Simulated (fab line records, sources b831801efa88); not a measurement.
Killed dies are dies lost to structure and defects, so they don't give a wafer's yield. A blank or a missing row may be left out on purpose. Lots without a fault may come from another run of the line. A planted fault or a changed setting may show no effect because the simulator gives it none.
Problem report in the 8D (eight disciplines) form, filled by code | flow sky130 | the parts of the form that need people (team, actions taken, sign-off) are left out

1. THE PROBLEM
bias_w at SKY_LI_CONTACT_ETCH_15 reads a mean of 940 W on 1 wafer of 1 lot; wafers without a fault read 1199 W with a standard deviation of 4. That is -65 standard deviations from the usual mean.
The step: etches PSG in C4F8/O2/Ar, stops on Si, target depth 600 nm.
First seen on wafer L494.1, day 34 10:46, on rie_diel-01. The record holds 36 wafers of 12 lots with a number at this step. Rule for "out", or "out of limits": more than 4 standard deviations from the usual mean. The other wafers with a number count as sound.

2. WHAT IT IS AND WHAT IT IS NOT
question                    | is                | is not
which readings at this step | bias_w            | chamber_pressure_mTorr, oes_product_au
which lots                  | L494              | L480, L481, L482, L483, L484, L486, L496, L497, L498, L501, L502
which wafers of those lots  | L494.1            | L494.2, L494.6
read on which tools         | rie_diel-01       | rie_diel-03, rie_diel-04
when                        | from day 34 10:46 | up to then (20 sound wafers); but 15 sound wafers of L496, L497, L498, L501, L502 came after

3. SUSPECTS, AND WHAT RULES EACH OUT
Counting: a tool at a process step up to the reading stays a suspect if it ran every lot that is out. Sound lots after the first of them don't rule it out here, since some wafers of a struck lot are sound.
- rie_diel-01 at SKY_LI_CONTACT_ETCH_15 (etches PSG in C4F8/O2/Ar, stops on Si, target depth 600 nm): kept. It ran the lot that is out, L494 (day 34 10:46); its last sound lot up to then is L484 (day 30 20:44). Its own readings are out on those wafers: bias_w.
- Within rie_diel-01 at SKY_LI_CONTACT_ETCH_15: the wafers that are out ran in chamber 1; their sound lot-mates ran in chambers 0, 2.
Left after counting: rie_diel-01 at SKY_LI_CONTACT_ETCH_15.

4. THE CAUSE (what the simulator had put in)
Process parameter drift: rie_diel-01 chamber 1, from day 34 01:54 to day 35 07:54, at SKY_LI_CONTACT_ETCH_15. Setting bias_w, moved by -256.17, from 1200. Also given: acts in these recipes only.
Counting left only this tool.

5. THE CHAIN OF EFFECTS, in route order
Each row: a reading whose mean over the struck wafers that have a number lies more than 3 standard deviations from the usual. Only readings for which the record gives a usual standard deviation are gone through. hours: the time from each lot's start at the first step in this table that gives one to its start at this step, as a median over the lots. sigmas: the change in usual standard deviations.
hours | step                    | reading                  | usual   | on struck wafers | change | sigmas
0     | SKY_LI_CONTACT_ETCH_15  | bias_w                   | 1199 W  | 940              | -259   | -65
0     | SKY_LI_CONTACT_STRIP_16 | strip_time_to_endpoint_s | 3.485 s | 3.610            | +0.125 | +5.0
The process steps in it:
- SKY_LI_CONTACT_ETCH_15: etches PSG in C4F8/O2/Ar, stops on Si, target depth 600 nm.
- SKY_LI_CONTACT_STRIP_16: strips in O2/N2.

6. WHAT WOULD HAVE CAUGHT IT SOONER
In this record the first reading out of limits was taken at day 34 10:46, 9 hours after the fault began at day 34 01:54.
